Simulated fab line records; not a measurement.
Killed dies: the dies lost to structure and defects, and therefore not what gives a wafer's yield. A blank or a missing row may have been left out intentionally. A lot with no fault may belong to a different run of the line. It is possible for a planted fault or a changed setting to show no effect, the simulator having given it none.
Which tool did it? -- flow gf180mcu -- 45 wafers from 15 lots sampled at 4 of the route's 602 steps

## WHAT THE GAUGES SHOWED, per wafer
GF_V1_BOW_MEAS_05.
lot,measured,on,V1_BOW (um)
L555,day 17 12:38,film-metro-01,84 76 88
L556,day 17 20:38,film-metro-02,88 82 87
L557,day 18 04:05,film-metro-03,70 92 84
L558,day 18 11:31,film-metro-02,85 78 76
L559,day 18 14:23,film-metro-02,87 79 93
L568,day 22 05:20,film-metro-01,93 87 73
L569,day 22 10:15,film-metro-01,88 81 83
L572,day 23 08:17,film-metro-02,74 74 75
L573,day 23 17:11,film-metro-01,71 81 74
L574,day 24 01:17,film-metro-02,79 81 80
L575,day 24 10:48,film-metro-03,84 85 75
L576,day 24 15:31,film-metro-02,94 88 88

## EACH LOT AND THE TOOL THAT RAN IT (in order: tool; ch and the chambers of the sampled wafers; start)
lot,GF_M1_SPUTTER_02,GF_M1_PEB_12,GF_M1_STRIP_17
L555,"pvd-sputter-01, day 16 12:49","litho-track-01 ch 0, day 17 10:54","plasma-asher-02 ch 1, day 17 11:32"
L556,"pvd-sputter-03, day 16 20:01","litho-track-03 ch 0, day 17 18:54","plasma-asher-01 ch 0,1, day 17 19:32"
L557,"pvd-sputter-01, day 17 03:20","litho-track-03 ch 0, day 18 02:19","plasma-asher-04 ch 0,1, day 18 02:55"
L558,"pvd-sputter-04, day 17 10:19","litho-track-02 ch 0, day 18 09:47","plasma-asher-01 ch 0,1, day 18 10:25"
L559,"pvd-sputter-03, day 17 13:25","litho-track-02 ch 0, day 18 12:37","plasma-asher-01 ch 0,1, day 18 13:13"
L560,"pvd-sputter-04, day 18 05:35","litho-track-02, day 19 05:56","plasma-asher-02 ch 0,1, day 19 06:34"
L561,"pvd-sputter-04, day 18 08:03","litho-track-01, day 19 07:22","plasma-asher-04 ch 0,1, day 19 07:58"
L562,"pvd-sputter-01, day 18 19:46","litho-track-02, day 19 20:02","plasma-asher-01 ch 0,1, day 19 20:48"
L568,"pvd-sputter-04, day 21 04:43","litho-track-02 ch 0, day 22 03:37","plasma-asher-01 ch 0,1, day 22 04:13"
L569,"pvd-sputter-01, day 21 09:28","litho-track-01 ch 0, day 22 08:32","plasma-asher-01 ch 0,1, day 22 09:08"
L572,"pvd-sputter-01, day 22 08:04","litho-track-01 ch 0, day 23 06:33","plasma-asher-02 ch 0,1, day 23 07:11"
L573,"pvd-sputter-03, day 22 16:26","litho-track-01 ch 0, day 23 15:25","plasma-asher-01 ch 0,1, day 23 16:05"
L574,"pvd-sputter-03, day 23 01:59","litho-track-02 ch 0, day 23 23:27","plasma-asher-01 ch 0,1, day 24 00:11"
L575,"pvd-sputter-04, day 23 10:21","litho-track-01 ch 0, day 24 09:05","plasma-asher-01 ch 0, day 24 09:41"
L576,"pvd-sputter-01, day 23 16:00","litho-track-01 ch 0, day 24 13:45","plasma-asher-02 ch 0,1, day 24 14:23"
- GF_M1_SPUTTER_02: material AlCu, target thk 450 nm, time 23.9 s.
- GF_M1_PEB_12: peb time 90 s.
- GF_M1_STRIP_17: strips in O2/N2.

## AS READ BY THE TOOLS THEMSELVES (means over the sampled wafers that have a number; for cases with no such wafer, the mark the record gives instead)
GF_M1_SPUTTER_02.
lot,tool,throttle-valve-pct (%)
L555,pvd-sputter-01,29.8
L556,pvd-sputter-03,30.2
L557,pvd-sputter-01,30.1
L558,pvd-sputter-04,29.2
L559,pvd-sputter-03,29.8
L560,pvd-sputter-04,29.8
L561,pvd-sputter-04,31.3
L562,pvd-sputter-01,29.9
L568,pvd-sputter-04,29.4
L569,pvd-sputter-01,30.3
L572,pvd-sputter-01,29.9
L573,pvd-sputter-03,30.3
L574,pvd-sputter-03,30.6
L575,pvd-sputter-04,30.6
L576,pvd-sputter-01,30.5

GF_M1_PEB_12.
lot,tool,chill-plate-temp-C (C),exhaust-pa (Pa)
L555,litho-track-01,22.96,45.6
L556,litho-track-03,23.12,45.7
L557,litho-track-03,23.00,46.0
L558,litho-track-02,23.07,45.0
L559,litho-track-02,23.00,44.8
L560,litho-track-02,-,-
L561,litho-track-01,-,-
L562,litho-track-02,-,-
L568,litho-track-02,22.90,44.5
L569,litho-track-01,22.95,43.3
L572,litho-track-01,22.91,44.2
L573,litho-track-01,23.01,44.4
L574,litho-track-02,22.96,45.9
L575,litho-track-01,23.11,43.4
L576,litho-track-01,23.02,45.0

GF_M1_STRIP_17.
lot,tool,drypump-motor-current-A (A),heater-power-w (W),n2-flow-sccm (sccm),oes-product-au (a.u.),strip-time-to-endpoint-s (s)
L555,plasma-asher-02,5.7,324,300.0,0.540,7.43
L556,plasma-asher-01,5.9,346,300.3,0.544,7.42
L557,plasma-asher-04,6.0,358,300.0,0.536,7.31
L558,plasma-asher-01,5.9,340,299.4,0.534,7.35
L559,plasma-asher-01,5.9,343,300.0,0.537,7.34
L560,plasma-asher-02,5.8,353,299.2,0.536,7.34
L561,plasma-asher-04,5.8,330,299.6,0.539,7.37
L562,plasma-asher-01,5.9,340,299.7,0.531,7.36
L568,plasma-asher-01,6.1,361,299.6,0.540,7.40
L569,plasma-asher-01,5.9,346,300.5,0.533,7.35
L572,plasma-asher-02,5.8,373,300.9,0.535,7.36
L573,plasma-asher-01,5.8,338,300.2,0.536,7.37
L574,plasma-asher-01,6.1,360,300.3,0.541,7.43
L575,plasma-asher-01,6.4,379,301.2,0.539,7.46
L576,plasma-asher-02,5.8,353,301.1,0.540,7.38

## THE ANSWER, worked out from the rows above alone
Rule: usual is defined by the lots themselves. Put in order of their means at a reading, lots are off if they are a third of the lots or fewer, leave a main group of 4 or more, and stand apart from it by a gap of 3 or more times the standard deviation of the main group's means; of several such gaps the widest counts. A main group is skipped when, at the precision printed for the reading in the tables above, its means are all equal. A lot without any number at a reading at which 4 lots or more have one is off too. The other lots that the step has rows for count as sound. Order of review: gauges by route order, followed by the tools' own readings, for which a lot's mean as printed above is used. At the first step where some lot is off, the reading lying furthest off is the one used; lots without a number count as furthest.
Off: L560, L561, L562 (GF_M1_PEB_12, chill-plate-temp-C). Without a number there: L560, L561, L562. Main group: mean 23.00 C, sd 0.068.
If a tool, at that step or one of the process steps before it, ran each lot that is off and ran no sound lot following the first of them, it fits. No candidate that was tried fits.

## WHAT HAD BEEN PUT IN BY THE SIMULATOR
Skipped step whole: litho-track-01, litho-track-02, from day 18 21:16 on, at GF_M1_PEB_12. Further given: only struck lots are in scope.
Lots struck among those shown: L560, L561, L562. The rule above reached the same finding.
